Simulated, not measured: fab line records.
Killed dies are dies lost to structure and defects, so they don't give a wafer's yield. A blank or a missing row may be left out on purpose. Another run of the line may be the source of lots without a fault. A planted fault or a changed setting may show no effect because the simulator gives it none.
fab line records	flow gf180mcu
[record] lots = 5	wafers = 23
route steps=602 shown HV_LDD@185 NSD@237 PSD@254 SAB@272 CONTACT@309 M1@315 V1@356
start-h: the number of hours between the record's first day and the start of the first shown wafer of the lot	wait-h: how many hours have passed since the lot's step before this one	" same as the row above	L1.1+2: a single row standing in for several wafers	- value missing, or start not given	* or withheld: withheld	< > ~ a bound
route shown NAME@n: a module of which the file shows steps, and the number in the route of the first	usual: mean/standard deviation of fault-free wafers	same: alike in all rows	chamber/n: place in a boat	sites: the reading at each site	_std_site: standard deviation across them	_edge_site: the outer-site mean with the inner-site mean subtracted	radius-mm: for every site, how far away it sits from the centre of the wafer	mask NAME#n: copy n	behind: the most recent tool/chamber to have shaped the wafer	hold: reason for holding the lot/hours on hold/outcome of the hold	device: names the non-switching transistor (n, p or np)	end of line: the route-end tests of the same wafers	where a step has no rows: the recipe by itself	killed: at the first sort, the dies lost to defects and structure; wafer yield is something else	map: the dies of a wafer, with x for killed, . for not killed, _ for no die there
set.NAME: the run value of the setting; set.NAME@STEP: its run value at that earlier step	model.NAME: the simulator's own value behind a step, which no gauge read
lots with deliberately changed settings; one table per step, one row per wafer
[[steps]]
[step GF_HV_LDD_IMPLANT_09]
[recipe] species = As	energy-kev = 40	dose-cm2 = 1e+14	tilt-deg = 7
lot.wafer	tool	chamber	start-h	wait-h	set.dose-cm2
L075.1+2+3+5+6	implanter-03	0	223.30	0.0	1e+14
L077.1+2+5	implanter-03	0	238.77	0.0	1e+14
L082.1+2+4+5+6	implanter-04	0	272.07	0.0	1e+14
L083.1+3+5	implanter-03	0	282.77	0.0	8.724e+13
L083.2+6	"	0	"	"	1e+14
L084.1+5	implanter-03	0	297.20	0.0	1.077e+14
L084.3+4+6	"	0	"	"	1e+14
[step GF_HV_LDD_STRIP_10]
[recipe] chemistry = O2/N2	power-w = 1400	pressure-mtorr = 1500	platen-temp-c = 250	o2-flow-sccm = 3000	n2-flow-sccm = 300	overash-fraction = 0.5
[step GF_HV_LDD_TW_MEAS_11]
[usual] HV_LDD_TW = 2428/34
lot.wafer	tool	chamber	start-h	wait-h	set.dose-cm2@HV_LDD_IMPLANT_09	HV_LDD_TW
L075.1	film-metro-02	-	223.55	0.1	1e+14	2437
L075.2	"	-	"	"	1e+14	2446
L075.3	"	-	"	"	1e+14	2445
L075.5	"	-	"	"	1e+14	2415
L075.6	"	-	"	"	1e+14	2442
L077.1	film-metro-02	-	239.02	0.1	1e+14	2438
L077.2	"	-	"	"	1e+14	2429
L077.5	"	-	"	"	1e+14	2436
L082.1	film-metro-03	-	272.32	0.1	1e+14	2347
L082.2	"	-	"	"	1e+14	2356
L082.4	"	-	"	"	1e+14	2364
L082.5	"	-	"	"	1e+14	2358
L082.6	"	-	"	"	1e+14	2355
L083.1	film-metro-03	-	283.02	0.1	8.724e+13	2263
L083.2	"	-	"	"	1e+14	2355
L083.3	"	-	"	"	8.724e+13	2277
L083.5	"	-	"	"	8.724e+13	2265
L083.6	"	-	"	"	1e+14	2364
L084.1	film-metro-02	-	297.45	0.1	1.077e+14	2490
L084.3	"	-	"	"	1e+14	2434
L084.4	"	-	"	"	1e+14	2439
L084.5	"	-	"	"	1.077e+14	2478
L084.6	"	-	"	"	1e+14	2439
[step GF_HV_LDD_DEVELOP_18]
[recipe] develop-time-s = 60	dev-temp-c = 23
lot.wafer	tool	chamber	start-h	wait-h	set.develop-time-s
L075.1+2	litho-track-03	0	241.99	0.1	63.16
L075.3+5+6	"	0	"	"	60
L077.1+2+5	litho-track-01	0	257.09	0.1	60
L082.1+2+4+5+6	litho-track-01	0	291.94	0.1	60
L083.1+2+5	litho-track-01	0	301.84	0.1	60
L083.3+6	"	0	"	"	62.78
L084.1+3+4	litho-track-01	0	317.14	0.1	53.61
L084.5+6	"	0	"	"	60
[step GF_HV_LDD_CD_MEAS_19]
[recipe] target-cd-nm = 400
[usual] cd-nm = 400.5/2.2
lot.wafer	tool	chamber	start-h	wait-h	set.develop-time-s@HV_LDD_DEVELOP_18	cd-nm
L075.1	cd-sem-01	-	242.14	0.1	63.16	405.7
L075.2	"	-	"	"	63.16	406.3
L075.3	"	-	"	"	60	399.8
L075.5	"	-	"	"	60	401.4
L075.6	"	-	"	"	60	403.7
L077.1	cd-sem-02	-	257.24	0.1	60	402.9
L077.2	"	-	"	"	60	404.6
L077.5	"	-	"	"	60	403.1
L082.1	cd-sem-01	-	292.09	0.1	60	403.4
L082.2	"	-	"	"	60	400.6
L082.4	"	-	"	"	60	399.5
L082.5	"	-	"	"	60	401.6
L082.6	"	-	"	"	60	402.1
L083.1	cd-sem-02	-	301.99	0.1	60	397.3
L083.2	"	-	"	"	60	397.5
L083.3	"	-	"	"	62.78	401.1
L083.5	"	-	"	"	60	398.3
L083.6	"	-	"	"	62.78	404.1
L084.1	cd-sem-01	-	317.29	0.1	53.61	393.7
L084.3	"	-	"	"	53.61	394.1
L084.4	"	-	"	"	53.61	392.6
L084.5	"	-	"	"	60	404.5
L084.6	"	-	"	"	60	403.7
[step GF_HV_LDD_IMPLANT_21]
[recipe] species = BF2	energy-kev = 25	dose-cm2 = 5e+13	tilt-deg = 7
lot.wafer	tool	chamber	start-h	wait-h	set.energy-kev	model.implant.rp-nm	model.implant.drp-nm
L075.1+2+3+5+6	implanter-04	0	242.30	0.0	25	19.88	11.41
L077.1+2+5	implanter-01	0	257.40	0.0	25	21.08	11.41
L082.1+2	implanter-04	0	292.25	0.0	23.47	19.6	10.91
L082.4+5+6	"	0	"	"	25	20.62	11.41
L083.1+2+3+5+6	implanter-01	0	302.15	0.0	25	20.73	11.41
L084.1+3	implanter-01	0	317.45	0.0	23.58	19.35	10.95
L084.4+5+6	"	0	"	"	25	20.28	11.41
[step GF_HV_LDD_SOFTBAKE_27]
[recipe] temp-c = 90	time-s = 60	resist = NOVOLAK
lot.wafer	tool	chamber	start-h	wait-h	set.time-s
L075.1+5	litho-track-04	0	251.21	0.1	66.06
L075.2+3+6	"	0	"	"	60
L077.1+2+5	litho-track-04	0	266.61	0.1	60
L082.1+2+4+5+6	litho-track-03	0	301.84	0.1	60
L083.1+6	litho-track-01	0	312.74	0.1	67.96
L083.2+3+5	"	0	"	"	60
L084.1+4+6	litho-track-04	0	327.21	0.1	56.11
L084.3+5	"	0	"	"	60
[step GF_HV_LDD_EXPOSE_28]
[recipe] mask-id = Nplus_HV_AREA	target-cd-nm = 400	na = 0.6	source-shape = conventional	sigma-outer = 0.6	dose-mj = 140
[step GF_HV_LDD_PEB_29]
[recipe] temp-c = withheld	time-s = *	resist = NOVOLAK
[step GF_HV_LDD_CLEAN_51]
[recipe] chemistry = SC1/SC2	mix = 1:4:20	temp-c = 70	time-s = 150	dry = n2-spin
[step GF_HV_LDD_RTA_52]
[recipe] temp-c = 1000	time-s = 10	ambient = N2
[step GF_HV_LDD_RS_MEAS_53]
[recipe] thk-meas-gauge = four-point-probe
[usual] HV_LDD_RS = 418.6/0.76
lot.wafer	tool	chamber	start-h	wait-h	set.dose-cm2@HV_LDD_IMPLANT_09	HV_LDD_RS[ohm/sq]
L075.1	film-metro-02	-	280.83	0.1	1e+14	420.1
L075.2	"	-	"	"	1e+14	420.3
L075.3	"	-	"	"	1e+14	419.3
L075.5	"	-	"	"	1e+14	418.3
L075.6	"	-	"	"	1e+14	418.6
L077.1	film-metro-02	-	297.03	0.1	1e+14	418.7
L077.2	"	-	"	"	1e+14	417.7
L077.5	"	-	"	"	1e+14	418.4
L082.1	film-metro-04	-	333.74	0.1	1e+14	417.0
L082.2	"	-	"	"	1e+14	417.3
L082.4	"	-	"	"	1e+14	416.9
L082.5	"	-	"	"	1e+14	418.1
L082.6	"	-	"	"	1e+14	418.6
L083.1	film-metro-04	-	345.33	0.1	8.724e+13	443.4
L083.2	"	-	"	"	1e+14	419.2
L083.3	"	-	"	"	8.724e+13	443.9
L083.5	"	-	"	"	8.724e+13	443.7
L083.6	"	-	"	"	1e+14	418.3
L084.1	film-metro-02	-	360.92	0.1	1.077e+14	404.1
L084.3	"	-	"	"	1e+14	417.7
L084.4	"	-	"	"	1e+14	418.5
L084.5	"	-	"	"	1.077e+14	404.3
L084.6	"	-	"	"	1e+14	418.2
[step GF_NSD_COAT_02]
[recipe] resist = NOVOLAK	spin-rpm = 3000	resist-thk-nm = 1000
lot.wafer	tool	chamber	start-h	wait-h	set.resist-thk-nm	model.NOVOLAK_of_NSD_COAT_02.thk-nm
L075.1	litho-track-02	0	292.87	0.1	1000	1006
L075.2	"	0	"	"	1000	1008
L075.3	"	0	"	"	1000	1004
L075.5	"	0	"	"	1000	1007
L075.6	"	0	"	"	1000	1005
L077.1	litho-track-03	0	310.84	0.1	1000	996.8
L077.2	"	0	"	"	1000	997.7
L077.5	"	0	"	"	1000	996.7
L082.1	litho-track-02	0	346.47	0.1	1000	1005
L082.2	"	0	"	"	957.1	960.2
L082.4	"	0	"	"	957.1	961
L082.5	"	0	"	"	1000	1003
L082.6	"	0	"	"	1000	1002
L083.1+3	litho-track-02	0	358.62	0.1	1000	1003
L083.2	"	0	"	"	1000	997.3
L083.5+6	"	0	"	"	1000	1002
L084.1	litho-track-02	0	374.42	0.1	1000	1002
L084.3+5	"	0	"	"	1000	1003
L084.4	"	0	"	"	1036	1037
L084.6	"	0	"	"	1036	1039
[step GF_NSD_SOFTBAKE_03]
[recipe] temp-c = 90	time-s = 60	resist = NOVOLAK
[step GF_NSD_EXPOSE_04]
[recipe] mask-id = Nplus	target-cd-nm = 400	na = 0.6	source-shape = conventional	sigma-outer = 0.6	dose-mj = 140
[step GF_NSD_IMPLANT_09]
[recipe] species = As	energy-kev = 60	dose-cm2 = 4e+15	tilt-deg = 7
[step GF_NSD_IMPLANT_10]
[recipe] species = P	energy-kev = 40	dose-cm2 = 5e+14	tilt-deg = 7
[step GF_NSD_STRIP_11]
[recipe] chemistry = O2/N2	power-w = 1400	pressure-mtorr = 1500	platen-temp-c = 250	o2-flow-sccm = 3000	n2-flow-sccm = 300	overash-fraction = 0.5
[usual] strip-time-to-endpoint-s = 22.97/0.043
lot.wafer	tool	chamber	start-h	wait-h	set.resist-thk-nm@NSD_COAT_02	strip-time-to-endpoint-s
L075.1	plasma-asher-01	0	303.40	0.1	1000	23.02
L075.2	"	1	"	"	1000	23.03
L075.3	"	0	"	"	1000	22.99
L075.5	"	1	"	"	1000	23.03
L075.6	"	0	"	"	1000	23.01
L077.1	plasma-asher-02	0	321.87	0.1	1000	22.93
L077.2	"	1	"	"	1000	22.96
L077.5	"	1	"	"	1000	22.92
L082.1	plasma-asher-02	1	357.83	0.1	1000	23.01
L082.2	"	0	"	"	957.1	22.52
L082.4	"	1	"	"	957.1	22.52
L082.5	"	0	"	"	1000	22.98
L082.6	"	1	"	"	1000	22.98
L083.1	plasma-asher-02	1	370.75	0.1	1000	23.00
L083.2	"	0	"	"	1000	22.93
L083.3	"	0	"	"	1000	23.00
L083.5	"	0	"	"	1000	22.99
L083.6	"	1	"	"	1000	22.97
L084.1	plasma-asher-01	1	386.55	0.1	1000	22.97
L084.3	"	0	"	"	1000	22.98
L084.4	"	1	"	"	1036	23.36
L084.5	"	0	"	"	1000	22.98
L084.6	"	1	"	"	1036	23.38
[step GF_PSD_DEVELOP_06]
[recipe] develop-time-s = 60	dev-temp-c = 23
lot.wafer	tool	chamber	start-h	wait-h	set.develop-time-s
L075.1+2+5	litho-track-02	0	323.67	0.1	56.26
L075.3+6	"	0	"	"	60
L077.1+2+5	litho-track-03	0	342.69	0.1	60
L082.1+4+6	litho-track-01	0	379.64	0.1	60
L082.2+5	"	0	"	"	68.44
L083.1+2+6	litho-track-01	0	393.09	0.1	60
L083.3+5	"	0	"	"	52
L084.1+3+4+5+6	litho-track-01	0	409.04	0.1	60
[step GF_PSD_CD_MEAS_07]
[recipe] target-cd-nm = 400
[usual] cd-nm = 400.5/2.5
lot.wafer	tool	chamber	start-h	wait-h	set.develop-time-s@PSD_DEVELOP_06	cd-nm
L075.1	cd-sem-01	-	323.82	0.1	56.26	396.5
L075.2	"	-	"	"	56.26	393.6
L075.3	"	-	"	"	60	400.4
L075.5	"	-	"	"	56.26	395.6
L075.6	"	-	"	"	60	403.1
L077.1	cd-sem-02	-	342.84	0.1	60	404.1
L077.2	"	-	"	"	60	403.6
L077.5	"	-	"	"	60	403.7
L082.1	cd-sem-02	-	379.79	0.1	60	400.9
L082.2	"	-	"	"	68.44	409.4
L082.4	"	-	"	"	60	399.6
L082.5	"	-	"	"	68.44	413.4
L082.6	"	-	"	"	60	398.9
L083.1	cd-sem-01	-	393.24	0.1	60	398.2
L083.2	"	-	"	"	60	397.1
L083.3	"	-	"	"	52	382.7
L083.5	"	-	"	"	52	381.9
L083.6	"	-	"	"	60	396.9
L084.1	cd-sem-02	-	409.19	0.1	60	403.9
L084.3	"	-	"	"	60	404.6
L084.4	"	-	"	"	60	403.7
L084.5	"	-	"	"	60	404.0
L084.6	"	-	"	"	60	404.3
[step GF_PSD_STRIP_10]
[recipe] chemistry = O2/N2	power-w = 1400	pressure-mtorr = 1500	platen-temp-c = 250	o2-flow-sccm = 3000	n2-flow-sccm = 300	overash-fraction = 0.5
[usual] strip-time-to-endpoint-s = 16.51/0.037
lot.wafer	tool	chamber	start-h	wait-h	set.o2-flow-sccm	strip-time-to-endpoint-s
L075.1	plasma-asher-01	0	324.13	0.1	3000	16.48
L075.2	"	1	"	"	3000	16.53
L075.3	"	0	"	"	3000	16.52
L075.5	"	1	"	"	3000	16.50
L075.6	"	0	"	"	3000	16.50
L077.1	plasma-asher-03	0	343.15	0.1	3000	16.43
L077.2	"	1	"	"	3000	16.45
L077.5	"	1	"	"	3000	16.48
L082.1	plasma-asher-03	0	380.10	0.1	3394	16.46
L082.2	"	1	"	"	3000	16.51
L082.4	"	0	"	"	3000	16.54
L082.5	"	1	"	"	3394	16.45
L082.6	"	0	"	"	3000	16.57
L083.1	plasma-asher-03	0	393.55	0.1	3000	16.47
L083.2	"	1	"	"	3000	16.47
L083.3	"	0	"	"	3000	16.51
L083.5	"	0	"	"	3000	16.51
L083.6	"	1	"	"	3000	16.52
L084.1	plasma-asher-04	1	409.49	0.1	3000	16.47
L084.3	"	1	"	"	2569	16.66
L084.4	"	0	"	"	2569	16.68
L084.5	"	1	"	"	2569	16.67
L084.6	"	0	"	"	3000	16.49
[step GF_SAB_DEVELOP_08]
[recipe] develop-time-s = 60	dev-temp-c = 23
lot.wafer	tool	chamber	start-h	wait-h	set.develop-time-s
L075.1+3+6	litho-track-01	0	345.54	0.1	60
L075.2+5	"	0	"	"	57.06
L077.1+2+5	litho-track-02	0	364.92	0.1	60
L082.1+2+5	litho-track-02	0	403.72	0.1	57.61
L082.4+6	"	0	"	"	60
L083.1+3	litho-track-04	0	416.51	0.1	60
L083.2+5+6	"	0	"	"	56.68
L084.1+3+4	litho-track-04	0	434.16	0.1	60
L084.5+6	"	0	"	"	52.62
[step GF_SAB_CD_MEAS_09]
[recipe] target-cd-nm = 420
[usual] cd-nm = 421.6/1.9
lot.wafer	tool	chamber	start-h	wait-h	set.develop-time-s@SAB_DEVELOP_08	cd-nm
L075.1	cd-sem-01	-	345.69	0.1	60	422.4
L075.2	"	-	"	"	57.06	428.2
L075.3	"	-	"	"	60	423.9
L075.5	"	-	"	"	57.06	428.4
L075.6	"	-	"	"	60	422.2
L077.1	cd-sem-02	-	365.07	0.1	60	424.3
L077.2	"	-	"	"	60	424.3
L077.5	"	-	"	"	60	425.7
L082.1	cd-sem-01	-	403.87	0.1	57.61	423.9
L082.2	"	-	"	"	57.61	424.9
L082.4	"	-	"	"	60	422.4
L082.5	"	-	"	"	57.61	423.7
L082.6	"	-	"	"	60	421.5
L083.1	cd-sem-01	-	416.66	0.1	60	420.6
L083.2	"	-	"	"	56.68	425.3
L083.3	"	-	"	"	60	419.8
L083.5	"	-	"	"	56.68	422.6
L083.6	"	-	"	"	56.68	425.6
L084.1	cd-sem-02	-	434.31	0.1	60	422.0
L084.3	"	-	"	"	60	421.8
L084.4	"	-	"	"	60	422.4
L084.5	"	-	"	"	52.62	434.5
L084.6	"	-	"	"	52.62	433.5
[step GF_SAB_ETCH_11]
[recipe] chemistry = C4F8/O2/Ar	mask-material = NOVOLAK	target = SiO2	target-depth-nm = 55	source-w = 1500	bias-w = 1200	pressure-mtorr = 40	c4f8-flow-sccm = withheld	O2_flow_sccm = 6	Ar_flow_sccm = 300	time-s = 8.5
lot.wafer	tool	chamber	start-h	wait-h	set.develop-time-s@SAB_DEVELOP_08	model.SAB.cd-nm
L075.1	rie-diel-01	2	345.85	0.0	60	422.2
L075.2+5	"	0	"	"	57.06	428.2
L075.3	"	1	"	"	60	424.2
L075.6	"	3	"	"	60	422.3
L077.1	rie-diel-03	3	365.23	0.0	60	424.2
L077.2	"	0	"	"	60	424.5
L077.5	"	3	"	"	60	425.6
L082.1	rie-diel-04	2	404.03	0.0	57.61	424.1
L082.2	"	0	"	"	57.61	424.8
L082.4	"	3	"	"	60	422.6
L082.5	"	1	"	"	57.61	423.5
L082.6	"	2	"	"	60	422.1
L083.1	rie-diel-04	0	416.81	0.0	60	420.2
L083.2	"	1	"	"	56.68	424.7
L083.3	"	2	"	"	60	420.1
L083.5	"	0	"	"	56.68	422.3
L083.6	"	1	"	"	56.68	425.2
L084.1	rie-diel-04	1	434.46	0.0	60	422.7
L084.3	"	2	"	"	60	421.9
L084.4	"	0	"	"	60	422.2
L084.5	"	0	"	"	52.62	434.6
L084.6	"	1	"	"	52.62	433.8
[step GF_CONTACT_SPUTTER_22]
[recipe] material = Ti	target-thk-nm = 15	chamber-pressure-pa = 5	power-w = 2500	substrate-temp-c = 200	time-s = 80.02
lot.wafer	tool	chamber	start-h	wait-h	set.time-s	model.Ti_of_CONTACT_SPUTTER_22.thk-nm
L075.1	pvd-sputter-02	-	369.69	0.0	80.02	15.14
L075.2	"	-	"	"	72.95	13.98
L075.3	"	-	"	"	72.95	13.91
L075.5	"	-	"	"	80.02	15.22
L075.6	"	-	"	"	80.02	14.87
L077.1	pvd-sputter-03	-	389.97	0.0	80.02	15.07
L077.2	"	-	"	"	80.02	14.95
L077.5	"	-	"	"	80.02	15.1
L082.1	pvd-sputter-03	-	429.51	0.0	80.02	15.08
L082.2	"	-	"	"	80.02	15.22
L082.4	"	-	"	"	80.02	14.9
L082.5	"	-	"	"	80.02	15.1
L082.6	"	-	"	"	80.02	15.21
L083.1	pvd-sputter-03	-	443.21	0.0	80.02	15.02
L083.2	"	-	"	"	80.02	15.17
L083.3	"	-	"	"	86.31	16.07
L083.5	"	-	"	"	80.02	15.18
L083.6	"	-	"	"	86.31	16.27
L084.1	pvd-sputter-01	-	460.67	0.0	80.02	15.18
L084.3	"	-	"	"	80.02	14.96
L084.4	"	-	"	"	89.98	16.79
L084.5	"	-	"	"	89.98	16.95
L084.6	"	-	"	"	80.02	15.09
[step GF_M1_SPUTTER_00]
[recipe] material = Ti	target-thk-nm = 37.5	arriving-ion-energy-ev = 80	substrate-temp-c = 200	chamber-pressure-pa = 2	power-w = 4000	time-s = 150
lot.wafer	tool	chamber	start-h	wait-h	set.time-s	model.Ti_of_M1_SPUTTER_00.thk-nm
L075.1	pvd-sputter-01	-	370.37	0.2	150	36.89
L075.2	"	-	"	"	150	36.76
L075.3	"	-	"	"	128.1	32.19
L075.5	"	-	"	"	128.1	31.33
L075.6	"	-	"	"	128.1	31.43
L077.1	pvd-sputter-04	-	390.65	0.1	150	36.56
L077.2	"	-	"	"	150	36.89
L077.5	"	-	"	"	150	36.97
L082.1	pvd-sputter-01	-	430.20	0.2	156.7	39.4
L082.2	"	-	"	"	150	38.02
L082.4	"	-	"	"	150	37.16
L082.5	"	-	"	"	150	37.82
L082.6	"	-	"	"	156.7	38.93
L083.1	pvd-sputter-01	-	443.89	0.1	140.9	34.81
L083.2	"	-	"	"	150	37.32
L083.3	"	-	"	"	150	37.14
L083.5	"	-	"	"	140.9	35.16
L083.6	"	-	"	"	140.9	34.78
L084.1	pvd-sputter-03	-	461.36	0.1	150	37.44
L084.3	"	-	"	"	168.8	41.65
L084.4	"	-	"	"	150	37.14
L084.5	"	-	"	"	168.8	41.91
L084.6	"	-	"	"	168.8	41.63
[step GF_M1_SPUTTER_04]
[recipe] material = TiN	target-thk-nm = 50	power-w = 6500	time-s = 41.7	chamber-pressure-pa = 0.4
lot.wafer	tool	chamber	start-h	wait-h	set.time-s	model.TiN_of_M1_SPUTTER_04.thk-nm
L075.1	pvd-sputter-01	-	370.55	0.0	41.7	50.7
L075.2	"	-	"	"	41.7	49.94
L075.3	"	-	"	"	41.7	49.92
L075.5	"	-	"	"	45.94	55.59
L075.6	"	-	"	"	45.94	55.14
L077.1	pvd-sputter-04	-	390.83	0.0	41.7	50.58
L077.2	"	-	"	"	41.7	50.44
L077.5	"	-	"	"	41.7	50.6
L082.1	pvd-sputter-01	-	430.38	0.0	41.7	50.76
L082.2	"	-	"	"	43.61	51.84
L082.4	"	-	"	"	41.7	50.05
L082.5	"	-	"	"	41.7	49.54
L082.6	"	-	"	"	43.61	52.78
L083.1	pvd-sputter-01	-	444.08	0.0	37.98	45.56
L083.2	"	-	"	"	37.98	44.77
L083.3	"	-	"	"	37.98	45.69
L083.5	"	-	"	"	41.7	49.18
L083.6	"	-	"	"	41.7	49.38
L084.1	pvd-sputter-03	-	461.55	0.0	41.7	50.25
L084.3	"	-	"	"	36.58	44.35
L084.4	"	-	"	"	36.58	44.54
L084.5	"	-	"	"	36.58	43.9
L084.6	"	-	"	"	41.7	50.42
[step GF_V1_SPUTTER_21]
[recipe] material = Ti	target-thk-nm = 15	chamber-pressure-pa = 5	power-w = 2500	substrate-temp-c = 200	time-s = 80.02
lot.wafer	tool	chamber	start-h	wait-h	set.power-w	model.Ti_of_V1_SPUTTER_21.thk-nm
L075.1	pvd-sputter-02	-	420.23	0.0	2785	16.46
L075.2	"	-	"	"	2500	14.9
L075.3	"	-	"	"	2500	14.86
L075.5	"	-	"	"	2785	16.57
L075.6	"	-	"	"	2500	14.66
L077.1	pvd-sputter-02	-	440.70	0.0	2500	15.06
L077.2	"	-	"	"	2500	14.81
L077.5	"	-	"	"	2500	14.93
L082.1	pvd-sputter-02	-	481.34	0.0	2500	14.91
L082.2	"	-	"	"	2500	15.01
L082.4	"	-	"	"	2215	13.13
L082.5	"	-	"	"	2500	14.82
L082.6	"	-	"	"	2215	13.16
L083.1	pvd-sputter-04	-	493.96	0.0	2500	15.11
L083.2	"	-	"	"	2500	15.24
L083.3	"	-	"	"	2500	15.1
L083.5	"	-	"	"	2500	15.23
L083.6	"	-	"	"	2500	15.06
L084.1	pvd-sputter-02	-	511.23	0.0	2626	15.67
L084.3	"	-	"	"	2500	14.9
L084.4	"	-	"	"	2626	15.63
L084.5	"	-	"	"	2500	14.79
L084.6	"	-	"	"	2626	15.6
[[key]]
[split] step = GF_HV_LDD_IMPLANT_09	setting = dose-cm2	stated = 1e+14	by = wafer
[response] step = GF_HV_LDD_TW_MEAS_11	reading = HV_LDD_TW	change = +6.84	per = 1%	r = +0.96
[response] step = GF_HV_LDD_RS_MEAS_53	reading = HV_LDD_RS	change = -1.92	per = 1%	r = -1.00
[split] step = GF_HV_LDD_DEVELOP_18	setting = develop-time-s	stated = 60	by = wafer
[response] step = GF_HV_LDD_CD_MEAS_19	reading = cd-nm	change = +0.977	per = 1%	r = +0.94
[split] step = GF_HV_LDD_IMPLANT_21	setting = energy-kev	stated = 25	by = wafer
[response] step = GF_HV_LDD_IMPLANT_21	reading = model.implant.rp-nm	change = +0.165	per = 1%	r = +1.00
[response] step = GF_HV_LDD_IMPLANT_21	reading = model.implant.drp-nm	change = +0.0812	per = 1%	r = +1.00
[split] step = GF_HV_LDD_SOFTBAKE_27	setting = time-s	stated = 60	by = wafer
response none clear
[split] step = GF_NSD_COAT_02	setting = resist-thk-nm	stated = 1000	by = wafer
[response] step = GF_NSD_COAT_02	reading = model.NOVOLAK_of_NSD_COAT_02.thk-nm	change = +9.91	per = 1%	r = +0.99
[response] step = GF_NSD_STRIP_11	reading = strip-time-to-endpoint-s	change = *	per = 1%	r = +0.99
[split] step = GF_PSD_DEVELOP_06	setting = develop-time-s	stated = 60	by = wafer
[response] step = GF_PSD_CD_MEAS_07	reading = cd-nm	change = +0.976	per = 1%	r = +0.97
[split] step = GF_PSD_STRIP_10	setting = o2-flow-sccm	stated = 3000	by = wafer
[response] step = GF_PSD_STRIP_10	reading = strip-time-to-endpoint-s	change = *	per = 1%	r = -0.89
[split] step = GF_SAB_DEVELOP_08	setting = develop-time-s	stated = 60	by = wafer
[response] step = GF_SAB_CD_MEAS_09	reading = cd-nm	change = -0.93	per = 1%	r = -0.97
[response] step = GF_SAB_ETCH_11	reading = model.SAB.cd-nm	change = -0.909	per = 1%	r = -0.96
[split] step = GF_CONTACT_SPUTTER_22	setting = time-s	stated = 80.02	by = wafer
[response] step = GF_CONTACT_SPUTTER_22	reading = model.Ti_of_CONTACT_SPUTTER_22.thk-nm	change = +0.138	per = 1%	r = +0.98
[split] step = GF_M1_SPUTTER_00	setting = time-s	stated = 150	by = wafer
[response] step = GF_M1_SPUTTER_00	reading = model.Ti_of_M1_SPUTTER_00.thk-nm	change = +0.356	per = 1%	r = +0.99
[split] step = GF_M1_SPUTTER_04	setting = time-s	stated = 41.7	by = wafer
[response] step = GF_M1_SPUTTER_04	reading = model.TiN_of_M1_SPUTTER_04.thk-nm	change = +0.486	per = 1%	r = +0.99
[split] step = GF_V1_SPUTTER_21	setting = power-w	stated = 2500	by = wafer
[response] step = GF_V1_SPUTTER_21	reading = model.Ti_of_V1_SPUTTER_21.thk-nm	change = +0.153	per = 1%	r = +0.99
